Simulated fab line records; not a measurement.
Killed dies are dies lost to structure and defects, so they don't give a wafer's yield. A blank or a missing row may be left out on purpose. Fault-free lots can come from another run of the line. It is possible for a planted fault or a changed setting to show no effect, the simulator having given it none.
Chamber matching -- flow gf180mcu -- 4 sister chambers for GF_CONTACT_CMP_04 on cmp-01
The step polishes SiO2. 14 wafers are shown with their chamber, then 7 later ones without.

WAFERS, EACH WITH ITS CHAMBER
wafer,chamber,motor-current-A (A),time-to-endpoint-s (s),head-pressure-psi (psi)
L274.2,1,13.5,106,4.006
L274.3,0,11.8,104,3.996
L274.6,2,12.1,103,3.998
L278.1,2,11.7,104,3.982
L278.2,0,11.6,103,4.013
L278.3,3,13.5,108,4.004
L279.3,1,12.2,106,3.989
L279.4,0,11.4,110,4.010
L279.5,1,13.0,110,4.001
L287.1,3,12.7,111,4.002
L287.2,2,12.2,103,4.001
L287.6,0,11.0,116,3.996
L289.1,1,12.9,97,4.013
L289.2,2,12.0,103,4.013

SIGNATURES, as means of the wafers listed above
reading,chamber 0,chamber 1,chamber 2,chamber 3,scatter within a chamber
motor-current-A,11.450,12.900,12.000,13.100,0.409
time-to-endpoint-s,108.25,104.75,103.25,109.50,4.52
head-pressure-psi,4.00375,4.00225,3.99850,4.00300,0.0102
Rule: a wafer lies at a distance from a chamber equal to the root of the sum of squares, over the readings, of (its reading less the chamber's mean, divided by the reading's scatter). If the next closest chamber is less than 2 further off than the closest, the wafer can't be placed; otherwise it belongs to the closest. How the scatter is found: for the shown wafers, subtract from each reading the mean of its chamber, square and add these, divide the total by (wafers less chambers), then take the root.

WAFERS MISSING THEIR CHAMBER
wafer,motor-current-A (A),time-to-endpoint-s (s),head-pressure-psi (psi)
L289.4,13.1,110,3.999
L290.1,12.0,110,3.999
L290.2,12.1,109,3.997
L290.5,12.5,108,3.998
L294.3,13.6,107,4.010
L294.5,13.3,110,4.005
L294.6,11.8,106,3.990

CHAMBER TAKEN BY EACH
wafer,from the rows above,in truth
L289.4,can't be placed: 3 or 1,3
L290.1,can't be placed: 0 or 2 or 1 or 3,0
L290.2,can't be placed: 2 or 0 or 1 or 3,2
L290.5,can't be placed: 1 or 3 or 2 or 0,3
L294.3,can't be placed: 3 or 1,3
L294.5,can't be placed: 3 or 1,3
L294.6,can't be placed: 2 or 0 or 1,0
0 of 7 placed correctly. From these rows, 7 cannot be placed; in 7 the true chamber is one of the candidates. Placed wrongly: 0.
